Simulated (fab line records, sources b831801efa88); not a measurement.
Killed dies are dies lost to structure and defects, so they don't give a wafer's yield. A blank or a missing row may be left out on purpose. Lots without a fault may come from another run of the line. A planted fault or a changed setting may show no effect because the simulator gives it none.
Which tool did it? | flow sky130 | 11 lots, 32 wafers sampled, at 1 step of a route of 708

WHAT THE GAUGES READ, wafer by wafer
SKY_DNWELL_TW_MEAS_09.
lot  | measured    | on            | DNWELL_TW
L728 | day 3 08:15 | film_metro-01 | 1124 1121 1122
L729 | day 3 12:36 | film_metro-01 | 1121 1118 1119
L731 | day 3 20:46 | film_metro-04 | 1139 1136 1139
L732 | day 4 02:21 | film_metro-01 | 1112 1105 1115
L733 | day 4 09:05 | film_metro-01 | 1124 1122 1123
L734 | day 4 16:10 | film_metro-01 | 1116 1112 1112
L735 | day 4 20:40 | film_metro-04 | 1135 1129 1132
L736 | day 5 02:37 | film_metro-04 | 1142 1140 1141
L739 | day 5 20:13 | film_metro-01 | 1115 1112 1119
L742 | day 6 12:25 | film_metro-03 | 1104 1102
L751 | day 8 06:07 | film_metro-03 | 1111 1111 1115

WHICH TOOL RAN EACH LOT (tool, then ch and the chambers of the sampled wafers, then the start)
The record holds no process step before these readings.

THE ANSWER, worked out from the rows above alone
Rule: what is usual is taken from the lots themselves. Put in order of their means at a reading, lots are off if they are a third of the lots or fewer, leave a main group of 4 or more, and stand apart from it by a gap of 3 or more times the standard deviation of the main group's means; of several such gaps the widest counts. A main group whose means are all the same, to the digits that the tables above print for the reading, isn't used. A lot without any number at a reading at which 4 lots or more have one is off too. The other lots that the step has rows for count as sound.
No lot is off at any reading shown: from this, nothing can be told.

WHAT THE SIMULATOR HAD PUT IN
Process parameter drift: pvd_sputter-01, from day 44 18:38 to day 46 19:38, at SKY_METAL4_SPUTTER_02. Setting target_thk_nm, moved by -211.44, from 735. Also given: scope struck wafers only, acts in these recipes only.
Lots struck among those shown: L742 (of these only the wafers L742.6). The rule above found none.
